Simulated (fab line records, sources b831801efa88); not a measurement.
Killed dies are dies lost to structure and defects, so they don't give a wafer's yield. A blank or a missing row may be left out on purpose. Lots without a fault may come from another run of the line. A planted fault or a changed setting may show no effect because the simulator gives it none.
fab line records | flow sky130
record lots=13 wafers=39 last_day=50
route steps=708 shown LI_CONTACT@375 LOCAL_INTERCONNECT@388 PAD_OPEN@708
lots that met no fault: from a run of the same line without faults
start_h: hours from the record's first day to the start of the lot's first wafer shown | wait_h: hours since the lot's step before | " the same as in the row above | L1.1+2: a row that stands for several wafers | - no value, or no start given | * or withheld: withheld | < > ~ a bound
route shown NAME@n: a module of which the file shows steps, and the number in the route of the first | usual: mean/standard deviation of fault-free wafers | same: alike in all rows | chamber/n: place in a boat | sites: the reading at each site | _std_site: their standard deviation | _edge_site: outer sites' mean less inner sites' | radius_mm: how far each site lies from the wafer's centre | mask NAME#n: copy n | behind: the tool/chamber that last shaped the wafer | hold: why the lot was held/for how many hours/how that ended | device: the transistor (n, p or np) that didn't switch | end of line: the same wafers' tests at the end of the route | a step without rows: its recipe alone | killed: dies lost to structure and defects at the first sort, not the wafer's yield | map: a wafer's dies, x killed, . not, _ none there
set.NAME: the setting as run; set.NAME@STEP: as run at that earlier step | model.NAME: the simulator's own value behind a step, which no gauge read
steps of the route over a sample of lots; a table a step, a row a wafer
services: from which hour (start_h, from the record's first day; less than 0 if before it) a tool's chamber was out of use, for how many hours, and why
## steps
# step SKY_LI_CONTACT_OVL_MEAS_13
# usual LI_CONTACT_OVL=-4/5.6
# columns lot.wafer tool chamber start_h wait_h LI_CONTACT_OVL[nm]
L220.2 overlay-02 - 711.87 0.1 -4
L220.3 " - " " 1
L220.5 " - " " 1
L221.2 overlay-02 - 713.77 0.1 -2
L221.4 " - " " 1
L221.5 " - " " 3
L222.1 overlay-01 - 723.90 0.1 -5
L222.2 " - " " -6
L222.3 " - " " -7
L223.2 overlay-02 - 736.07 0.1 -1
L223.4 " - " " -4
L223.6 " - " " 1
L224.2 overlay-02 - 742.22 0.1 6
L224.3 " - " " -9
L224.6 " - " " 8
L226.1 overlay-02 - 745.55 0.1 -2
L226.3 " - " " -4
L226.6 " - " " 2
L228.1 overlay-02 - 769.22 0.1 -4
L228.2 " - " " -5
L228.5 " - " " -8
L232.2 overlay-02 - 794.22 0.1 -2
L232.3 " - " " -4
L232.6 " - " " -4
L235.2 overlay-02 - 808.87 0.1 4
L235.3 " - " " -10
L235.5 " - " " -4
L238.1 overlay-02 - 840.26 0.1 1
L238.2 " - " " -2
L238.4 " - " " -3
L239.2 overlay-02 - 849.73 0.1 -3
L239.3 " - " " -5
L239.4 " - " " -2
L241.2 overlay-01 - 852.63 0.1 -10
L241.5 " - " " -9
L241.6 " - " " -7
L240.2 overlay-02 - 856.68 0.1 -4
L240.4 " - " " -1
L240.6 " - " " -3
# step SKY_LI_CONTACT_ETCH_14
# recipe chemistry=N2/H2 target=BARC ion_energy_ev=200 source_w=500 bias_w=100 pressure_mtorr=30 n2_flow_sccm=100 h2_flow_sccm=200 stop_on=SiO2 time_s=45.9 target_depth_a=600
# usual bias_w=100.0/0.32 drypump_motor_current_A=5.9/0.38 oes_product_au=0.855/0.0049 throttle_valve_pct=13.225/0.0089
# columns lot.wafer tool chamber start_h wait_h bias_w drypump_motor_current_A oes_product_au rf_hours_counter_h throttle_valve_pct
L220.2 rie_diel-04 0 711.90 0.0 100.2 6.1 0.859 3 13.227
L220.3 " 1 " " 100.0 6.0 0.854 6 13.215
L220.5 " 3 " " 100.0 5.4 0.849 - 13.230
L221.2 rie_diel-04 3 713.80 0.0 99.7 5.4 0.857 9 13.233
L221.4 " 1 " " 100.4 6.0 0.854 6 13.228
L221.5 " 0 " " 100.0 6.2 0.859 - 13.226
L222.1 rie_diel-04 3 723.94 0.0 100.2 5.4 0.856 9 13.227
L222.2 " 1 " " 100.2 6.0 0.850 7 13.227
L222.3 " 0 " " 99.7 6.2 0.860 3 13.214
L223.2 rie_diel-02 2 736.10 0.0 100.2 5.6 0.859 41 13.227
L223.4 " 3 " " 100.3 5.4 0.867 - 13.228
L223.6 " 2 " " 100.4 5.6 0.856 - 13.225
L224.2 rie_diel-01 1 742.25 0.0 99.7 5.6 0.851 13 13.226
L224.3 " 0 " " 100.4 6.2 0.861 17 13.231
L224.6 " 2 " " 100.1 6.5 0.856 - 13.218
L226.1 rie_diel-04 2 745.59 0.0 100.6 6.2 0.858 20 13.233
L226.3 " 1 " " 99.7 6.0 0.857 7 13.238
L226.6 " 0 " " 100.6 6.2 0.863 - 13.225
L228.1 rie_diel-04 1 769.26 0.0 99.4 6.0 0.858 7 13.227
L228.2 " 3 " " 99.3 5.4 0.853 10 13.223
L228.5 " 0 " " 100.1 6.2 0.861 - 13.249
L232.2 rie_diel-04 0 794.25 0.0 99.7 6.2 0.858 5 13.228
L232.3 " 1 " " 100.3 6.0 0.859 8 13.225
L232.6 " 0 " " 99.4 6.2 0.861 - 13.234
L235.2 rie_diel-04 1 808.90 0.0 95.4 5.9 0.858 9 13.212
L235.3 " 0 " " 100.1 6.2 0.851 6 13.222
L235.5 " 0 " " 100.2 6.2 0.858 - 13.230
L238.1 rie_diel-01 1 840.30 0.0 100.2 5.6 0.854 16 13.229
L238.2 " 0 " " 100.0 6.2 0.852 20 13.226
L238.4 " 3 " " 100.2 6.1 0.851 8 13.233
L239.2 rie_diel-02 3 849.76 0.0 100.4 5.5 0.853 2 13.231
L239.3 " 2 " " 100.0 5.6 0.845 2 13.211
L239.4 " 1 " " 99.6 6.2 0.849 5 13.219
L241.2 rie_diel-02 0 852.66 0.0 100.1 5.3 0.857 9 13.220
L241.5 " 0 " " 100.1 5.3 0.853 - 13.247
L241.6 " 3 " " 100.5 5.5 0.862 - 13.217
L240.2 rie_diel-01 3 856.71 0.0 99.6 6.1 0.853 9 13.230
L240.4 " 0 " " 99.8 6.2 0.865 20 13.226
L240.6 " 0 " " 99.6 6.2 0.862 - 13.220
# step SKY_LI_CONTACT_CVD_21
# recipe material=W target_thk_nm=400 time_s=120.56 temp_c=400 pressure_torr=40
# usual heater_power_w=839/44
# columns lot.wafer tool chamber start_h wait_h heater_power_w
L220.2 cvd_w-01 1 712.46 0.0 792
L220.3 " 0 " " 878
L220.5 " 0 " " 862
L221.2 cvd_w-01 1 714.37 0.0 787
L221.4 " 0 " " 882
L221.5 " 1 " " 773
L222.1 cvd_w-01 1 724.50 0.0 789
L222.2 " 0 " " 865
L222.3 " 1 " " 772
L223.2 cvd_w-01 0 736.66 0.0 886
L223.4 " 0 " " 890
L223.6 " 1 " " 790
L224.2 cvd_w-02 0 742.82 0.0 872
L224.3 " 1 " " 822
L224.6 " 1 " " 810
L226.1 cvd_w-02 0 746.15 0.0 883
L226.3 " 0 " " 866
L226.6 " 0 " " 867
L228.1 cvd_w-01 0 769.82 0.0 861
L228.2 " 1 " " 782
L228.5 " 1 " " 772
L232.2 cvd_w-02 0 794.98 0.0 881
L232.3 " 0 " " 893
L232.6 " 0 " " 898
L235.2 cvd_w-01 0 809.46 0.0 874
L235.3 " 1 " " 776
L235.5 " 0 " " 880
L238.1 cvd_w-02 0 840.86 0.0 902
L238.2 " 1 " " 807
L238.4 " 0 " " 876
L239.2 cvd_w-02 0 850.32 0.0 866
L239.3 " 1 " " 811
L239.4 " 0 " " 884
L241.2 cvd_w-02 1 853.23 0.0 797
L241.5 " 1 " " 817
L241.6 " 0 " " 902
L240.2 cvd_w-01 0 857.28 0.0 881
L240.4 " 0 " " 895
L240.6 " 0 " " 873
# step SKY_LOCAL_INTERCONNECT_RS_MEAS_01
# recipe thk_meas_gauge=four-point-probe reads=TiN_of_LOCAL_INTERCONNECT_SPUTTER_00
# usual LOCAL_INTERCONNECT_TIN_RS=14.15/0.15
# columns lot.wafer tool chamber start_h wait_h LOCAL_INTERCONNECT_TIN_RS[ohm/sq]
L220.2 film_metro-01 - 713.15 0.1 14.46
L220.3 " - " " 14.17
L220.5 " - " " 14.01
L221.2 film_metro-03 - 715.06 0.1 14.27
L221.4 " - " " 14.27
L221.5 " - " " 13.92
L222.1 film_metro-03 - 725.17 0.0 14.21
L222.2 " - " " 14.20
L222.3 " - " " 13.90
L223.2 film_metro-01 - 737.35 0.1 13.88
L223.4 " - " " 14.20
L223.6 " - " " 14.09
L224.2 film_metro-01 - 743.51 0.1 14.16
L224.3 " - " " 14.05
L224.6 " - " " 14.10
L226.1 film_metro-02 - 747.09 0.0 14.02
L226.3 " - " " 13.98
L226.6 " - " " 14.17
L228.1 film_metro-01 - 770.48 0.0 14.12
L228.2 " - " " 14.38
L228.5 " - " " 14.13
L232.2 film_metro-01 - 795.67 0.1 14.21
L232.3 " - " " 14.12
L232.6 " - " " 14.22
L235.2 film_metro-01 - 810.15 0.1 14.39
L235.3 " - " " 14.16
L235.5 " - " " 14.46
L238.1 film_metro-03 - 841.53 0.0 14.09
L238.2 " - " " 14.07
L238.4 " - " " 14.01
L239.2 film_metro-02 - 851.00 0.1 14.00
L239.3 " - " " 13.98
L239.4 " - " " 14.15
L241.2 film_metro-01 - 853.92 0.1 14.23
L241.5 " - " " 14.34
L241.6 " - " " 14.25
L240.2 film_metro-02 - 857.97 0.1 14.11
L240.4 " - " " 14.16
L240.6 " - " " 13.80
# step SKY_PAD_OPEN_PROBE_99
# usual killed_at_M0_to_M3=44/6.6 killed_at_M4_up=3.0/1.9 killed_at_contacts=24/5.1 killed_at_front_end=16/4.6 killed_at_other=0.3/0.59 killed_dies=88/9.5 killed_on_rim=17/3.7 killed_open=48/6.7 killed_short=40/6.1
# same gross_dies=492 killed_at_back_side=0
# columns lot.wafer tool chamber start_h wait_h killed_at_M0_to_M3 killed_at_M4_up killed_at_contacts killed_at_front_end killed_at_other killed_dies killed_on_rim killed_open killed_short
L220.2 prober-01 - 1108.46 0.1 50 2 28 20 1 101 17 52 49
L220.3 prober-01 - 1108.51 0.2 37 2 21 13 0 73 17 39 33
L220.5 prober-01 - 1108.61 0.2 47 3 20 17 0 87 12 42 45
L221.2 prober-02 - 1109.96 0.1 48 3 22 19 0 92 16 45 47
L221.4 prober-02 - 1110.06 0.2 51 4 15 11 0 81 13 41 40
L221.5 prober-02 - 1110.11 0.2 54 4 10 9 1 78 17 43 35
L222.1 prober-01 - 1115.73 0.1 47 0 19 16 0 82 20 49 33
L222.2 prober-01 - 1115.78 0.1 45 2 25 21 0 93 16 51 42
L222.3 prober-01 - 1115.83 0.2 62 7 28 8 0 105 22 56 49
L223.2 prober-02 - 1119.55 0.1 51 4 26 23 0 104 18 62 42
L223.4 prober-02 - 1119.65 0.2 39 4 31 39 0 113 21 64 49
L223.6 prober-02 - 1119.75 0.2 49 5 25 20 0 99 20 49 50
L224.2 prober-01 - 1132.23 0.1 55 0 23 14 0 92 17 51 41
L224.3 prober-01 - 1132.28 0.2 37 5 22 13 0 77 9 45 32
L224.6 prober-01 - 1132.43 0.2 29 4 22 10 0 65 9 40 25
L226.1 prober-01 - 1134.10 0.1 47 0 19 19 2 87 14 45 41
L226.3 prober-01 - 1134.20 0.2 59 2 27 19 1 108 17 53 54
L226.6 prober-01 - 1134.35 0.2 49 3 27 20 1 100 22 50 49
L228.1 prober-01 - 1147.02 0.1 50 2 19 15 0 86 21 48 38
L228.2 prober-01 - 1147.07 0.1 44 4 30 11 0 89 13 49 40
L228.5 prober-01 - 1147.22 0.2 57 2 26 24 0 109 16 53 56
L232.2 prober-01 - 1163.17 0.1 43 1 31 20 0 95 14 54 40
L232.3 prober-01 - 1163.22 0.2 43 4 19 17 1 84 17 43 41
L232.6 prober-01 - 1163.37 0.2 40 6 22 12 3 83 17 31 48
L235.2 prober-01 - 1175.57 0.1 33 3 22 13 0 71 17 40 31
L235.3 prober-01 - 1175.62 0.2 44 2 16 26 0 88 22 47 41
L235.5 prober-01 - 1175.72 0.2 46 0 23 15 0 84 20 53 31
L238.1 prober-02 - 1194.18 0.1 48 5 30 18 0 101 17 53 47
L238.2 prober-02 - 1194.23 0.1 43 1 20 19 0 83 14 46 37
L238.4 prober-02 - 1194.33 0.2 52 4 24 16 0 96 18 54 42
L239.2 prober-02 - 1197.54 0.1 46 3 34 17 1 101 25 56 45
L239.3 prober-02 - 1197.59 0.2 38 3 35 24 0 100 24 47 52
L239.4 prober-02 - 1197.64 0.2 40 4 26 23 0 93 23 52 41
L241.2 prober-02 - 1201.69 0.1 42 0 29 16 0 87 14 39 48
L241.5 prober-02 - 1201.84 0.2 44 2 26 10 0 82 13 47 35
L241.6 prober-02 - 1201.89 0.2 38 3 17 11 1 70 13 37 33
L240.2 prober-02 - 1205.85 0.1 38 2 29 16 0 85 19 54 31
L240.4 prober-02 - 1205.95 0.2 38 1 23 15 0 77 22 43 34
L240.6 prober-02 - 1206.05 0.2 47 1 28 16 0 92 22 54 38
# killed by level:class
L220.2 VIA1:geometric_particle:open=17 LI_CONTACT:geometric_particle:open=11 FIELD_ISO:geometric_particle:short=8 CONTACT:geometric_particle:short=8 VIA3:geometric_particle:open=6 POLY_GATE:geometric_particle:short=5 METAL2:geometric_particle:short=5 FIELD_ISO:geometric_particle:open=4
L220.3 VIA1:geometric_particle:open=11 FIELD_ISO:geometric_particle:open=8 CONTACT:geometric_particle:short=7 VIA2:geometric_particle:open=6 LI_CONTACT:geometric_particle:open=5 VIA1:geometric_particle:short=5 METAL2:geometric_particle:short=5 CONTACT:geometric_particle:open=4
L220.5 METAL2:geometric_particle:short=11 CONTACT:geometric_particle:open=8 VIA1:geometric_particle:open=8 VIA1:geometric_particle:short=7 VIA2:geometric_particle:open=6 FIELD_ISO:geometric_particle:short=4 POLY_GATE:geometric_particle:open=4 CONTACT:geometric_particle:short=4
L221.2 VIA1:geometric_particle:open=11 CONTACT:geometric_particle:open=10 POLY_GATE:geometric_particle:short=7 METAL2:geometric_particle:short=7 VIA2:geometric_particle:open=7 METAL1:geometric_particle:short=6 FIELD_ISO:geometric_particle:short=5 LI_CONTACT:geometric_particle:open=4
L221.4 VIA3:geometric_particle:open=9 VIA1:geometric_particle:open=7 METAL2:geometric_particle:short=7 VIA2:geometric_particle:open=6 LOCAL_INTERCONNECT:geometric_particle:short=5 VIA1:geometric_particle:short=5 CONTACT:geometric_particle:open=4 METAL1:geometric_particle:short=4
L221.5 VIA1:geometric_particle:open=11 VIA3:geometric_particle:open=10 METAL2:geometric_particle:short=10 VIA2:geometric_particle:open=8 METAL1:geometric_particle:short=6 LI_CONTACT:geometric_particle:open=4 FIELD_ISO:geometric_particle:short=3 POLY_GATE:geometric_particle:short=3
L222.1 VIA1:geometric_particle:open=15 FIELD_ISO:geometric_particle:open=8 CONTACT:geometric_particle:open=7 VIA1:geometric_particle:short=6 METAL1:geometric_particle:short=6 VIA3:geometric_particle:open=5 LI_CONTACT:geometric_particle:open=4 VIA2:geometric_particle:open=4
L222.2 CONTACT:geometric_particle:open=10 VIA2:geometric_particle:open=9 VIA1:geometric_particle:open=9 FIELD_ISO:geometric_particle:open=7 FIELD_ISO:geometric_particle:short=6 LI_CONTACT:geometric_particle:open=6 CONTACT:geometric_particle:short=5 METAL1:geometric_particle:short=5
L222.3 CONTACT:geometric_particle:open=14 VIA1:geometric_particle:open=12 VIA3:geometric_particle:open=8 METAL2:geometric_particle:short=7 METAL1:geometric_particle:short=6 VIA3:geometric_particle:short=6 METAL4:geometric_particle:short=6 LI_CONTACT:geometric_particle:open=5
L223.2 VIA1:geometric_particle:open=14 CONTACT:geometric_particle:open=13 VIA3:geometric_particle:open=8 POLY_GATE:geometric_particle:open=6 LI_CONTACT:geometric_particle:open=6 VIA2:geometric_particle:open=6 FIELD_ISO:geometric_particle:short=5 POLY_GATE:geometric_particle:short=5
L223.4 FIELD_ISO:geometric_particle:short=15 LI_CONTACT:geometric_particle:open=11 FIELD_ISO:geometric_particle:open=10 VIA3:geometric_particle:open=10 VIA1:geometric_particle:open=10 LOCAL_INTERCONNECT:geometric_particle:short=9 POLY_GATE:geometric_particle:short=7 VIA2:geometric_particle:open=7
L223.6 VIA3:geometric_particle:open=13 VIA2:geometric_particle:open=10 FIELD_ISO:geometric_particle:short=7 CONTACT:geometric_particle:short=7 LOCAL_INTERCONNECT:geometric_particle:short=7 VIA1:geometric_particle:open=6 FIELD_ISO:geometric_particle:open=5 LI_CONTACT:geometric_particle:open=5
L224.2 VIA1:geometric_particle:open=14 CONTACT:geometric_particle:open=11 VIA2:geometric_particle:open=10 VIA1:geometric_particle:short=7 FIELD_ISO:geometric_particle:short=5 VIA3:geometric_particle:open=5 METAL1:geometric_particle:short=5 VIA3:geometric_particle:short=4
L224.3 LI_CONTACT:geometric_particle:open=9 FIELD_ISO:geometric_particle:open=8 VIA1:geometric_particle:open=8 VIA2:geometric_particle:open=6 METAL2:geometric_particle:short=5 CONTACT:geometric_particle:open=5 VIA1:geometric_particle:short=5 LOCAL_INTERCONNECT:geometric_particle:short=4
L224.6 VIA1:geometric_particle:open=10 CONTACT:geometric_particle:open=8 CONTACT:geometric_particle:short=6 VIA3:geometric_particle:open=5 LI_CONTACT:geometric_particle:open=4 VIA2:geometric_particle:open=4 POLY_GATE:geometric_particle:open=3 POLY_GATE:geometric_particle:short=3
L226.1 VIA1:geometric_particle:open=16 POLY_GATE:geometric_particle:open=6 METAL2:geometric_particle:short=6 VIA2:geometric_particle:open=6 POLY_GATE:geometric_particle:short=5 LI_CONTACT:geometric_particle:open=5 LOCAL_INTERCONNECT:geometric_particle:short=5 FIELD_ISO:geometric_particle:short=4
L226.3 METAL2:geometric_particle:short=12 VIA1:geometric_particle:open=11 CONTACT:geometric_particle:open=10 METAL1:geometric_particle:short=9 VIA3:geometric_particle:open=8 LOCAL_INTERCONNECT:geometric_particle:short=7 FIELD_ISO:geometric_particle:open=6 LI_CONTACT:geometric_particle:open=5
L226.6 VIA1:geometric_particle:open=12 LI_CONTACT:geometric_particle:open=8 VIA1:geometric_particle:short=8 CONTACT:geometric_particle:short=7 VIA3:geometric_particle:open=7 METAL2:geometric_particle:short=6 VIA2:geometric_particle:open=6 POLY_GATE:geometric_particle:short=5
L228.1 VIA1:geometric_particle:open=9 LI_CONTACT:geometric_particle:open=9 VIA3:geometric_particle:open=8 METAL1:geometric_particle:short=7 FIELD_ISO:geometric_particle:open=6 CONTACT:geometric_particle:open=6 METAL2:geometric_particle:short=6 VIA2:geometric_particle:open=5
L228.2 LI_CONTACT:geometric_particle:open=13 METAL1:geometric_particle:short=9 CONTACT:geometric_particle:open=8 VIA2:geometric_particle:open=7 VIA1:geometric_particle:open=6 VIA3:geometric_particle:open=5 POLY_GATE:geometric_particle:open=4 LOCAL_INTERCONNECT:geometric_particle:short=4
L228.5 VIA1:geometric_particle:open=12 LI_CONTACT:geometric_particle:open=9 VIA1:geometric_particle:short=7 POLY_GATE:geometric_particle:open=6 VIA2:geometric_particle:open=6 VIA3:geometric_particle:short=6 FIELD_ISO:geometric_particle:short=5 LI_CONTACT:geometric_particle:short=5
L232.2 VIA1:geometric_particle:open=12 CONTACT:geometric_particle:open=11 LI_CONTACT:geometric_particle:open=8 POLY_GATE:geometric_particle:short=6 VIA2:geometric_particle:open=6 VIA3:geometric_particle:open=5 LOCAL_INTERCONNECT:geometric_particle:short=4 CONTACT:geometric_particle:short=4
L232.3 VIA1:geometric_particle:open=15 VIA3:geometric_particle:open=7 FIELD_ISO:geometric_particle:open=5 METAL2:geometric_particle:short=5 LI_CONTACT:geometric_particle:open=5 VIA1:geometric_particle:short=5 VIA3:geometric_particle:short=5 FIELD_ISO:geometric_particle:short=4
L232.6 METAL2:geometric_particle:short=9 LOCAL_INTERCONNECT:geometric_particle:short=7 VIA2:geometric_particle:open=7 METAL4:geometric_particle:short=6 LI_CONTACT:geometric_particle:open=6 METAL1:geometric_particle:short=6 CONTACT:geometric_particle:open=5 VIA1:geometric_particle:short=5
L235.2 VIA1:geometric_particle:open=11 CONTACT:geometric_particle:open=10 VIA2:geometric_particle:open=6 METAL1:geometric_particle:short=6 METAL2:geometric_particle:short=5 POLY_GATE:geometric_particle:short=4 CONTACT:geometric_particle:short=4 FIELD_ISO:geometric_particle:open=3
L235.3 CONTACT:geometric_particle:open=11 FIELD_ISO:geometric_particle:open=10 VIA1:geometric_particle:open=8 METAL1:geometric_particle:short=7 POLY_GATE:geometric_particle:open=7 VIA1:geometric_particle:short=7 METAL2:geometric_particle:short=6 FIELD_ISO:geometric_particle:short=5
L235.5 VIA1:geometric_particle:open=12 CONTACT:geometric_particle:open=8 VIA2:geometric_particle:open=8 LI_CONTACT:geometric_particle:open=7 VIA1:geometric_particle:short=5 FIELD_ISO:geometric_particle:open=4 FIELD_ISO:geometric_particle:short=4 METAL1:geometric_particle:short=4
L238.1 VIA1:geometric_particle:open=12 VIA2:geometric_particle:open=10 CONTACT:geometric_particle:open=8 METAL2:geometric_particle:short=8 LI_CONTACT:geometric_particle:open=7 VIA1:geometric_particle:short=6 CONTACT:geometric_particle:short=6 FIELD_ISO:geometric_particle:open=5
L238.2 VIA1:geometric_particle:open=9 CONTACT:geometric_particle:open=7 LI_CONTACT:geometric_particle:open=6 FIELD_ISO:geometric_particle:open=5 FIELD_ISO:geometric_particle:short=5 METAL1:geometric_particle:short=5 VIA2:geometric_particle:open=5 LOCAL_INTERCONNECT:geometric_particle:short=4
L238.4 VIA1:geometric_particle:open=12 LI_CONTACT:geometric_particle:open=10 VIA2:geometric_particle:short=7 POLY_GATE:geometric_particle:open=6 CONTACT:geometric_particle:open=6 VIA2:geometric_particle:open=6 METAL3:geometric_particle:short=6 FIELD_ISO:geometric_particle:open=5
L239.2 CONTACT:geometric_particle:open=16 CONTACT:geometric_particle:short=7 METAL1:geometric_particle:short=7 VIA1:geometric_particle:open=7 VIA2:geometric_particle:open=7 VIA1:geometric_particle:short=6 FIELD_ISO:geometric_particle:short=5 LI_CONTACT:geometric_particle:open=5
L239.3 CONTACT:geometric_particle:open=14 VIA1:geometric_particle:open=14 FIELD_ISO:geometric_particle:short=9 VIA1:geometric_particle:short=9 CONTACT:geometric_particle:short=8 LOCAL_INTERCONNECT:geometric_particle:short=6 POLY_GATE:geometric_particle:short=5 LI_CONTACT:geometric_particle:open=5
L239.4 CONTACT:geometric_particle:open=12 FIELD_ISO:geometric_particle:short=8 VIA1:geometric_particle:open=8 VIA3:geometric_particle:open=8 CONTACT:geometric_particle:short=7 FIELD_ISO:geometric_particle:open=6 METAL2:geometric_particle:short=6 LI_CONTACT:geometric_particle:open=4
L241.2 FIELD_ISO:geometric_particle:short=8 METAL1:geometric_particle:short=8 VIA1:geometric_particle:open=8 LI_CONTACT:geometric_particle:short=7 LOCAL_INTERCONNECT:geometric_particle:short=7 VIA2:geometric_particle:open=7 LI_CONTACT:geometric_particle:open=6 VIA3:geometric_particle:open=5
L241.5 VIA1:geometric_particle:open=11 VIA2:geometric_particle:open=7 LI_CONTACT:geometric_particle:open=7 CONTACT:geometric_particle:open=7 VIA1:geometric_particle:short=6 METAL1:geometric_particle:short=5 VIA3:geometric_particle:open=5 LOCAL_INTERCONNECT:geometric_particle:short=4
L241.6 VIA3:geometric_particle:open=9 VIA2:geometric_particle:open=6 CONTACT:geometric_particle:open=6 METAL2:geometric_particle:short=6 LI_CONTACT:geometric_particle:open=5 VIA1:geometric_particle:open=5 LI_CONTACT:geometric_particle:short=4 VIA1:geometric_particle:short=4
L240.2 VIA1:geometric_particle:open=12 LI_CONTACT:geometric_particle:open=12 CONTACT:geometric_particle:open=9 LOCAL_INTERCONNECT:geometric_particle:short=5 METAL1:geometric_particle:short=5 VIA3:geometric_particle:open=5 FIELD_ISO:geometric_particle:short=4 POLY_GATE:geometric_particle:open=4
L240.4 VIA1:geometric_particle:open=9 CONTACT:geometric_particle:open=8 METAL1:geometric_particle:short=7 LI_CONTACT:geometric_particle:open=6 VIA2:geometric_particle:open=6 FIELD_ISO:geometric_particle:open=5 VIA3:geometric_particle:open=4 CONTACT:geometric_particle:short=4
L240.6 VIA1:geometric_particle:open=18 LI_CONTACT:geometric_particle:open=12 METAL2:geometric_particle:short=8 CONTACT:geometric_particle:open=7 VIA2:geometric_particle:open=6 VIA2:geometric_particle:short=5 LI_CONTACT:geometric_particle:short=5 VIA3:geometric_particle:short=4
## services
# columns tool chamber start_h hours kind
rie_diel-02 0 694.46 4.0 repair
cvd_w-01 - 696.16 6.0 pm
cvd_w-02 - 700.25 0.5 repair
rie_diel-02 3 700.73 15.6 repair
cvd_w-02 - 713.34 2.4 repair
cvd_w-02 - 716.97 2.8 pm
rie_diel-04 0 717.68 1.9 repair
rie_diel-02 0 728.60 11.9 repair
rie_diel-04 0 731.75 2.0 repair
rie_diel-02 3 740.54 - clean
rie_diel-02 3 740.54 17.5 scheduled_down
rie_diel-02 3 740.54 17.5 vent_cycle
cvd_w-01 0 746.74 6.6 repair
rie_diel-04 1 748.49 2.4 repair
rie_diel-02 2 758.00 - clean
rie_diel-02 2 758.00 19.6 scheduled_down
rie_diel-02 2 758.00 19.6 vent_cycle
cvd_w-02 1 763.55 - calibration
rie_diel-01 2 764.33 3.7 repair
rie_diel-02 - 801.33 6.2 repair
rie_diel-01 - 827.19 2.8 pm
cvd_w-02 - 846.81 1.0 repair
## key
first_sign step=SKY_LI_CONTACT_ETCH_14 reading=bias_w direction=down sigmas=15 usual=100.0 struck=95.4
effect none on later readings
met_at SKY_LI_CONTACT_ETCH_14
struck_lots L235
struck_wafers L235.2
tester_left_out L235
not_acting_at SKY_LI_CONTACT_OVL_MEAS_13,SKY_LI_CONTACT_CVD_21,SKY_LOCAL_INTERCONNECT_RS_MEAS_01
onset_between 794.25 808.90
fault kind=process_parameter_drift tool=rie_diel-04 chamber=1 onset_h=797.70 steps=SKY_LI_CONTACT_ETCH_14 channel=bias_w offset=-4.4154 shape=step end_h=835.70 acts_in=these_recipes_only stated=100
# tester_left_out: of these lots the tester's yield and bins aren't shown, on N5 and GAA mostly nor the transistor test; their killed dies are dies lost to structure and defects alone, not to doping, threshold or leakage, so they don't give the yield
